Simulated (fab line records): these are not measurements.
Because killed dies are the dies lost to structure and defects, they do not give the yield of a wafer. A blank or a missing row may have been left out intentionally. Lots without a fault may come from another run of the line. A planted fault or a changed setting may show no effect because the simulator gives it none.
Comparing a struck lot with a sound one | flow sky130 | 24 out of 708 route steps
Sound: the wafers L119.1, L119.4, L119.6. The struck wafers were L120.1, L120.2, L120.4. At the end, the cause is stated.
At each step with rows: each side's tool, then ch and its chambers, then its first start. Under that, the readings that differ: sound wafers | struck wafers | difference of the means | sigmas: that difference in standard deviations of wafers without a fault.
alike: readings with means less than 2 such deviations apart, plus words and numbers identical on both sides. not compared: withheld readings, readings lacking a value on some wafer, bounds such as >300 that could conceal the same value, and numbers that have no deviation in the record and whose values overlap.
A row with sigmas, a row that says differs or no value, or rows on one side alone: a step with any of these is where the two part. When numbers do not overlap yet have no deviation, they are printed without sigmas and do not part them. Lack of a reading on every wafer of one side parts them only where that side has two or more wafers.

SKY_VIA1_RS_MEAS_22: uses a four-point probe to measure.
  struck on filmMetro-03, day 39 05:51; sound on filmMetro-03, day 39 05:10
  alike: VIA1_W_RS
SKY_VIA1_THK_MEAS_23: measures by xrf.
  struck on filmMetro-03, day 39 05:58; sound on filmMetro-03, day 39 05:17
  alike: VIA1_W_THK
SKY_VIA1_CMP_24: polishes, stops on SiO2, t overpolish 15 s, target thk 0 nm.
  sound on cmp-02 ch 2,3, day 39 05:23; struck on cmp-02 ch 0,1,2, day 39 06:02
reading             | sound          | struck         | difference | sigmas
timeToEndpointS (s) | 72.9 71.4 71.6 | 65.7 66.8 65.6 | -5.9       | -2
  alike: motorCurrentA, overpolishRunS, slurryFilterDpKPa
SKY_METAL2_SPUTTER_00: material Ti, target thk 15 nm, time 10 s.
  struck on pvdSputter-02, day 39 06:20; sound on pvdSputter-04, day 39 05:38
  alike: throttleValvePct
then, 1 step without rows for these wafers: SKY_METAL2_SPUTTER_01 (material TiN, target thk 20 nm, time 16.7 s).
SKY_METAL2_SPUTTER_02: material AlCu, target thk 250 nm, time 13.3 s.
  struck on pvdSputter-02, day 39 06:22; sound on pvdSputter-04, day 39 05:41
  alike: throttleValvePct
then, 2 steps without rows for these wafers: SKY_METAL2_SPUTTER_03 (material Ti, target thk 5 nm, time 3.3 s); SKY_METAL2_SPUTTER_04 (material TiN, target thk 70 nm, time 58.3 s).
SKY_METAL2_RS_MEAS_05: uses a four-point probe to measure.
  struck on filmMetro-01, day 39 06:28; sound on filmMetro-04, day 39 05:47
  alike: METAL2_ALCU_RS
SKY_METAL2_THK_MEAS_06: measures by xrf.
  struck on filmMetro-01, day 39 06:35; sound on filmMetro-04, day 39 05:54
  alike: METAL2_ALCU_THK
then, 2 steps without rows for these wafers: SKY_METAL2_DEHYDRATE_07 (time 60 s); SKY_METAL2_HMDS_08 (prime time 60 s).
SKY_METAL2_COAT_09: resist thk 60 nm.
  sound on lithoTrack-03 ch 0, day 39 17:17; struck on lithoTrack-04 ch 0, day 39 18:37
reading            | sound                | struck               | difference | sigmas
spinSpeedRpm (rpm) | 3002.8 3001.2 3000.4 | 3107.5 3105.1 3109.7 | +106.0     | +53
then, 5 steps without rows for these wafers: SKY_METAL2_COAT_10 (resist thk 450 nm); SKY_METAL2_SOFTBAKE_11 (time 90 s); SKY_METAL2_EXPOSE_12 (exposes mask MM2, target cd 140 nm); SKY_METAL2_PEB_13; SKY_METAL2_DEVELOP_14 (develop time 60 s).
SKY_METAL2_CD_MEAS_15: target cd 140 nm.
  struck on cdSem-01, day 40 07:49; sound on cdSem-02, day 40 05:25
  alike: cdNm
SKY_METAL2_OVL_MEAS_16:
  struck on overlay-01, day 40 07:56; sound on overlay-02, day 40 05:32
reading         | sound     | struck  | difference | sigmas
METAL2_OVL (nm) | -10 -2 -4 | 12 10 4 | +14        | +2
SKY_METAL2_DESCUM_17: chemistry O2, time 8 s.
  sound on rieMetal-02 ch 0,1, day 40 05:34; struck on rieMetal-01 ch 0,1, day 40 07:58
reading                  | sound       | struck      | difference | sigmas
drypumpMotorCurrentA (A) | 5.1 5.2 5.2 | 6.4 6.4 6.4 | +1.2       | +2
  alike: oesProductAu, tempC
  not compared: rfHoursCounterH
SKY_METAL2_ETCH_18: etches BARC in N2/H2, stops on SiO2, time 45.9 s, target depth 60 nm.
  sound on rieMetal-02 ch 0,1, day 40 05:37; struck on rieMetal-01 ch 0,1, day 40 08:00
reading                  | sound             | struck            | difference | sigmas
drypumpMotorCurrentA (A) | 5.0 5.2 5.2       | 6.5 6.4 6.4       | +1.3       | +2
oesProductAu (a.u.)      | 0.854 0.856 0.855 | 0.843 0.840 0.845 | -0.012     | -3
model.etch.depthNm (nm)  | 59.76 59.97 59.81 | 58.73 58.81 58.64 | -1.12      | 
  alike: throttleValvePct
  not compared: rfHoursCounterH
SKY_METAL2_METAL_ETCH_19: etches the open film in Cl2/BCl3, stops on SiO2, target depth 360 nm, time 78 s.
  sound on rieMetal-02 ch 0,1, day 40 05:41; struck on rieMetal-01 ch 0,1, day 40 08:04
reading                  | sound       | struck      | difference | sigmas
drypumpMotorCurrentA (A) | 5.0 5.2 5.2 | 6.4 6.4 6.4 | +1.3       | +2
  alike: bcl3FlowSccm, mfcCl2Sccm, oesProductAu, throttleValvePct
  not compared: rfHoursCounterH
-- the record jumps here: 9 days lie between the struck wafers' starts before and after (it left off in module METAL2 and takes up again in module PAD_OPEN, whose first step shown is number 708 of the route) --
SKY_PAD_OPEN_PROBE_99:
  struck on prober-01, day 49 15:35; sound on prober-02, day 49 14:11
reading                | sound          | struck         | difference | sigmas
defectLimitedYield (%) | 81.1 80.1 75.8 | 84.1 82.7 83.3 | +4.4       | +2
killedDies             | 93 98 119      | 78 85 82       | -22        | -2
killedOpen             | 48 55 74       | 43 38 46       | -17        | -2
sortNPass              | 399 394 373    | 414 407 410    | +22        | +2
sortYieldPct (%)       | 81.1 80.1 75.8 | 84.1 82.7 83.3 | +4.4       | +2
  alike: killed_at_M0_to_M3, killed_at_M4_up, killedAtContacts, killedAtFrontEnd, killedAtOther, killedShort, sort_bin_3_pad_short, sort_bin_5_function, sort_bin_6_memory

## WHERE THEY PART
First at SKY_VIA1_CMP_24; last, within this record, at SKY_PAD_OPEN_PROBE_99.

WHY: what the simulator had put in
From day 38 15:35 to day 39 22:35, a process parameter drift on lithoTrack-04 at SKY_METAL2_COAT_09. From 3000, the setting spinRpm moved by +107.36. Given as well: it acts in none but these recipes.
